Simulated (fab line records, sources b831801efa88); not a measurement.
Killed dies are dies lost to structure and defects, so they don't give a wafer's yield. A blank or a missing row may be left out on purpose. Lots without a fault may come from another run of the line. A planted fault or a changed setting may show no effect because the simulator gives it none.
Chamber matching | flow gf180mcu | GF_V5_CMP_04 on cmp-01: 4 sister chambers
The step polishes SiO2. 8 wafers are shown with their chamber, then 8 later ones without.

WAFERS WITH THEIR CHAMBER
wafer  | chamber | motor_current_A (A) | platen_rpm (rpm)
L812.6 | 0       | 10.3                | 60.00
L814.1 | 3       | 12.5                | 59.99
L815.3 | 1       | 12.9                | 60.04
L815.5 | 0       | 9.9                 | 59.98
L816.6 | 3       | 13.3                | 60.01
L817.1 | 1       | 13.0                | 60.03
L817.6 | 2       | 11.6                | 60.06
L818.3 | 2       | 11.6                | 59.98

WAFERS WITHOUT THEIR CHAMBER
wafer  | motor_current_A (A) | platen_rpm (rpm)
L818.4 | 13.3                | 60.00
L818.5 | 11.9                | 60.02
L827.2 | 9.7                 | 59.98
L827.3 | 13.1                | 60.01
L827.6 | 12.5                | 59.97
L828.3 | 12.3                | 60.00
L828.5 | 13.2                | 60.07
L828.6 | 11.6                | 59.98

WHICH CHAMBER EACH WENT THROUGH
wafer  | from the rows above          | in truth
L818.4 | can't be placed: 3 or 1      | 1
L818.5 | 2                            | 2
L827.2 | 0                            | 0
L827.3 | can't be placed: 3 or 1      | 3
L827.6 | can't be placed: 3 or 1 or 2 | 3
L828.3 | can't be placed: 3 or 2 or 1 | 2
L828.5 | can't be placed: 1 or 3      | 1
L828.6 | 2                            | 2
Placed correctly: 3 of 8. Can't be placed from these rows: 5 (the true chamber is among the candidates in 5). Placed wrongly: 0.
How it was worked out, from the rows above alone: a wafer's distance from a chamber is the root of the sum, over the readings, of the square of ((its reading less the chamber's mean) divided by the reading's scatter). The wafer belongs to the nearest chamber; if the next one is less than 2 further off, it can't be placed. A chamber's mean is the mean of its shown wafers. The scatter: the root of (the sum of the squares of (reading less its chamber's mean) over the shown wafers, divided by (wafers less chambers)).
